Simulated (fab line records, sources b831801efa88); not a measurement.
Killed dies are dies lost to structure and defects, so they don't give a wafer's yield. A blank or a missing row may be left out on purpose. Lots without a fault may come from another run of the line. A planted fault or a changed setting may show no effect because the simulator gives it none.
Problem report in the 8D (eight disciplines) form, filled by code | flow sky130 | the parts of the form that need people (team, actions taken, sign-off) are left out

1. THE PROBLEM
ramp_up_c_per_s at SKY_SD_N_RTA_14 reads a mean of 44.99 on 6 wafers of 2 lots; wafers without a fault read 150.00 with a standard deviation of 0.029. That is -99 or more standard deviations from the usual mean.
The step: time 2 s.
First seen on wafer L834.2, day 30 10:11, on rtp_anneal-01. The record holds 18 wafers of 6 lots with a number at this step. Rule for "out", or "out of limits": more than 4 standard deviations from the usual mean. The other wafers with a number count as sound.

2. WHAT IT IS AND WHAT IT IS NOT
question                    | is                     | is not
which readings at this step | ramp_up_c_per_s        | chamber_o2_ppm, lamp_power_pct
which lots                  | L834, L836             | L827, L843, L846, L847
which wafers of those lots  | all that have a number | -
read on which tools         | rtp_anneal-01          | rtp_anneal-02
when                        | from day 30 10:11      | up to then (3 sound wafers); but 9 sound wafers of L843, L846, L847 came after

3. SUSPECTS, AND WHAT RULES EACH OUT
Counting: a tool at a process step up to the reading stays a suspect if it ran every lot that is out and no sound lot after the first of them.
- plasma_asher-03 at SKY_SD_N_STRIP_11 (strips in O2/N2): ruled out as a lasting fault. Sound lots L846 ran on it after its first lot that is out, L834 (day 30 09:58).
- rtp_anneal-01 at SKY_SD_N_RTA_14 (time 2 s): ruled out as a lasting fault. Sound lots L846 ran on it after its first lot that is out, L834 (day 30 10:11).
Left after counting: nothing in the record.

4. THE CAUSE (what the simulator had put in)
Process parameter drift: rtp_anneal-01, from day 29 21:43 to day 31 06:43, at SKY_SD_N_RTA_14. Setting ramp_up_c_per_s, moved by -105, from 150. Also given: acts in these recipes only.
Counting ruled it out, wrongly.

5. THE CHAIN OF EFFECTS, in route order
Each row: a reading whose mean over the struck wafers that have a number lies more than 3 standard deviations from the usual. Only readings for which the record gives a usual standard deviation are gone through. hours: the time from each lot's start at the first step in this table that gives one to its start at this step, as a median over the lots. sigmas: the change in usual standard deviations.
hours | step            | reading         | usual  | on struck wafers | change  | sigmas
0     | SKY_SD_N_RTA_14 | ramp_up_c_per_s | 150.00 | 44.99            | -105.01 | -99 or more
The process steps in it:
- SKY_SD_N_RTA_14: time 2 s.

6. WHAT WOULD HAVE CAUGHT IT SOONER
In this record the first reading out of limits was taken at day 30 10:11, 12 hours after the fault began at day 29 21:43.
